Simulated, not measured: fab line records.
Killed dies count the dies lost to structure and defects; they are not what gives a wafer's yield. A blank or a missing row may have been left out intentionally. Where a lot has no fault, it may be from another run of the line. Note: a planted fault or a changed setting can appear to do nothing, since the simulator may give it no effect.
Which tool was responsible? / flow sky130 / route of 708 steps, sampled at 1 step: 7 lots, 21 wafers

== WHAT THE GAUGES SHOWED, per wafer ==
SKY_VIA2_BOW_MEAS_03.
lot=L261; measured=day 35 22:43; on=film_metro-03; VIA2_BOW (um)=83 91 94
lot=L263; measured=day 36 15:48; on=film_metro-01; VIA2_BOW (um)=87 87 102
lot=L265; measured=day 37 15:05; on=film_metro-02; VIA2_BOW (um)=90 78 85
lot=L269; measured=day 38 19:40; on=film_metro-01; VIA2_BOW (um)=76 79 84
lot=L273; measured=day 39 12:01; on=film_metro-03; VIA2_BOW (um)=90 89 105
lot=L277; measured=day 40 19:28; on=film_metro-01; VIA2_BOW (um)=101 96 85
lot=L280; measured=day 41 17:31; on=film_metro-03; VIA2_BOW (um)=79 88 91

== WHAT TOOL EACH LOT RAN ON (gives the tool, then ch and the chambers of the sampled wafers, and finally the start) ==
The record holds no process step before these readings.

== THE ANSWER, worked out from the rows above alone ==
Rule: what is usual is taken from the lots themselves. Put in order of their means at a reading, lots are off if they are a third of the lots or fewer, leave a main group of 4 or more, and stand apart from it by a gap of 3 or more times the standard deviation of the main group's means; of several such gaps the widest counts. If all means in a main group match to the digits the tables above print for the reading, that group is not used. Also off: a lot with no number at a reading for which 4 or more lots have one. Where the step has rows for the other lots, those lots are counted as sound.
None of the lots is off at any reading shown; this tells nothing.

== WHAT THE SIMULATOR HAD INSERTED ==
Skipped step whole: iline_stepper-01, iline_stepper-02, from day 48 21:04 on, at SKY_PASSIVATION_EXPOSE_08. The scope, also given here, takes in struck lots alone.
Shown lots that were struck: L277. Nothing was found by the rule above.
